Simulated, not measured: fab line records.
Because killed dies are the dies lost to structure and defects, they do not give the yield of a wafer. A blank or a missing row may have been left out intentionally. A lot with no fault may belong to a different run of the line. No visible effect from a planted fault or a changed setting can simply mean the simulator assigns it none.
Which tool is to blame?	flow sky130	33 wafers from 11 lots sampled at 4 of the route's 708 steps

WHAT THE GAUGES SHOWED, per wafer
SKY_VT_ADJUST_HVTR_TW_MEAS_11.
lot	measured	on	VT_ADJUST_HVTR_TW
L527	day 9 18:10	filmMetro-03	209.8 210.5 210.8
L528	day 10 05:35	filmMetro-01	212.8 212.2 212.1
L530	day 10 21:49	filmMetro-01	184.5 184.1 184.2 184.2 183.2 183.8
L531	day 11 05:22	filmMetro-03	180.0 179.5 180.3 179.6 179.0 180.4
L542	day 14 12:04	filmMetro-03	209.8 209.3 209.4
L544	day 15 01:01	filmMetro-03	210.2 210.1 210.6
L545	day 15 10:22	filmMetro-01	213.1 212.4 212.0
L546	day 15 11:15	filmMetro-01	212.0 212.3 212.8
L547	day 15 19:11	filmMetro-03	209.4 209.9 210.2
L548	day 16 09:07	filmMetro-02	209.9 209.7 210.2
L549	day 16 15:52	filmMetro-03	208.9 208.4 208.2

WHAT TOOL EACH LOT RAN ON (gives the tool, then ch and the chambers of the sampled wafers, and finally the start)
lot	SKY_NWELL_STRIP_14	SKY_VT_ADJUST_LVTN_STRIP_20	SKY_VT_ADJUST_HVTR_IMPLANT_09
L527	plasmaAsher-04 ch 0,1, day 4 21:38	plasmaAsher-01 ch 0,1, day 8 01:23	implanter-01 ch 0, day 9 17:55
L528	plasmaAsher-04 ch 0,1, day 5 03:14	plasmaAsher-02 ch 0,1, day 8 09:54	implanter-02 ch 0, day 10 05:20
L530	plasmaAsher-01 ch 0,1, day 5 16:04	plasmaAsher-02 ch 0,1, day 9 02:32	implanter-02 ch 0, day 10 21:36
L531	plasmaAsher-02 ch 0,1, day 5 22:28	plasmaAsher-02 ch 0,1, day 9 09:13	implanter-02 ch 0, day 11 05:07
L542	plasmaAsher-02 ch 0,1, day 8 14:03	plasmaAsher-03 ch 0,1, day 12 09:56	implanter-02 ch 0, day 14 11:49
L544	plasmaAsher-01 ch 0,1, day 9 03:38	plasmaAsher-03 ch 0,1, day 12 23:03	implanter-02 ch 0, day 15 00:46
L545	plasmaAsher-02 ch 0,1, day 9 09:04	plasmaAsher-01 ch 0,1, day 13 05:42	implanter-02 ch 0, day 15 10:07
L546	plasmaAsher-01 ch 0, day 9 09:38	plasmaAsher-01 ch 0,1, day 13 06:18	implanter-02 ch 0, day 15 11:00
L547	plasmaAsher-02 ch 0,1, day 9 15:52	plasmaAsher-01 ch 0,1, day 13 13:26	implanter-01 ch 0, day 15 18:58
L548	plasmaAsher-04 ch 0,1, day 10 01:44	plasmaAsher-02 ch 0,1, day 14 03:21	implanter-01 ch 0, day 16 08:52
L549	plasmaAsher-01 ch 0,1, day 10 06:13	plasmaAsher-01 ch 0,1, day 14 08:29	implanter-02 ch 0, day 16 15:39
- SKY_NWELL_STRIP_14: strips in O2/N2.
- SKY_VT_ADJUST_LVTN_STRIP_20: strips in O2/N2.
- SKY_VT_ADJUST_HVTR_IMPLANT_09

THE ANSWER, worked out from the rows above alone
Rule: usual is defined by the lots themselves. The widest of any qualifying gaps counts: lots, ordered by their means at a reading, are off when they make up no more than a third of the lots, leave a main group of 4 or more, and stand apart from it by 3 or more times the standard deviation of that group's means. Not used: any main group whose means are identical at the precision the tables above print for the reading. A lot without any number at a reading at which 4 lots or more have one is off too. All remaining lots with rows at the step are treated as sound.
Off: at SKY_VT_ADJUST_HVTR_TW_MEAS_11 (VT_ADJUST_HVTR_TW), L530, L531. The main group: mean 210.6, standard deviation 1.4.
A tool fits if, at a process step before that reading, it ran every lot that is off, and no sound lot after the first of them. Those tools and the gauges at SKY_VT_ADJUST_HVTR_TW_MEAS_11 are tried in the same way. Not one of the candidates tried fits.

WHAT THE SIMULATOR PUT IN
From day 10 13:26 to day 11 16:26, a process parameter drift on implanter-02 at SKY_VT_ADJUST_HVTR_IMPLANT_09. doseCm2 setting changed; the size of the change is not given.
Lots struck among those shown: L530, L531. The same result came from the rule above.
